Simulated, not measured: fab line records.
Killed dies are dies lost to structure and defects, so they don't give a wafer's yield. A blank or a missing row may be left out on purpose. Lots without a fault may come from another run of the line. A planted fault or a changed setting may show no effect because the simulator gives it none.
Which tool did it? | flow sky130 | 12 lots with 36 wafers sampled at 2 steps, on a route of 708 steps

== WHAT THE GAUGES SHOWED, per wafer ==
SKY_CONTACT_RS_MEAS_25: measurement is done with a four-point probe.
lot  | measured     | on           | CONTACT_W_RS (ohm/sq)
L075 | day 31 20:59 | filmMetro-02 | 0.340 0.340 0.343
L076 | day 32 14:19 | filmMetro-03 | 0.347 0.340 0.340
L079 | day 33 05:16 | filmMetro-02 | 0.349 0.333 0.334
L082 | day 34 16:35 | filmMetro-03 | 0.343 0.345 0.339
L083 | day 34 19:49 | filmMetro-01 | 0.344 0.346 0.340
L085 | day 35 02:34 | filmMetro-02 | 0.337 0.340 0.342
L087 | day 35 22:00 | filmMetro-03 | 0.338 0.338 0.336
L089 | day 36 06:01 | filmMetro-03 | 0.332 0.334 0.333
L091 | day 36 20:10 | filmMetro-01 | 0.342 0.336 0.332
L093 | day 37 14:41 | filmMetro-03 | 0.343 0.337 0.340
L095 | day 38 03:10 | filmMetro-02 | 0.341 0.333 0.339
L097 | day 38 16:11 | filmMetro-02 | 0.335 0.338 0.339

== WHICH TOOL RAN EACH LOT (tool, then ch and the chambers of the sampled wafers, then the start) ==
lot  | SKY_SD_N_RTA_14
L075 | rtpAnneal-02 ch 0, day 28 03:47
L076 | rtpAnneal-02 ch 0, day 28 22:08
L079 | rtpAnneal-02 ch 0, day 29 13:11
L082 | rtpAnneal-02 ch 0, day 31 02:43
L083 | rtpAnneal-02 ch 0, day 31 06:08
L085 | rtpAnneal-02 ch 0, day 31 13:50
L087 | rtpAnneal-02 ch 0, day 32 08:30
L089 | rtpAnneal-02 ch 0, day 32 18:31
L091 | rtpAnneal-02 ch 0, day 33 08:40
L093 | rtpAnneal-02 ch 0, day 34 03:36
L095 | rtpAnneal-02 ch 0, day 34 16:44
L097 | rtpAnneal-02 ch 0, day 35 06:41
- SKY_SD_N_RTA_14: time 2 s.

== THE ANSWER, worked out from the rows above alone ==
Rule: what is usual is taken from the lots themselves. Put in order of their means at a reading, lots are off if they are a third of the lots or fewer, leave a main group of 4 or more, and stand apart from it by a gap of 3 or more times the standard deviation of the main group's means; of several such gaps the widest counts. If all means in a main group match to the digits the tables above print for the reading, that group is not used. A lot without any number at a reading at which 4 lots or more have one is off too. All remaining lots with rows at the step are treated as sound.
No lot is off on any of the readings shown, so nothing can be concluded from this.

== WHAT WAS PUT IN BY THE SIMULATOR ==
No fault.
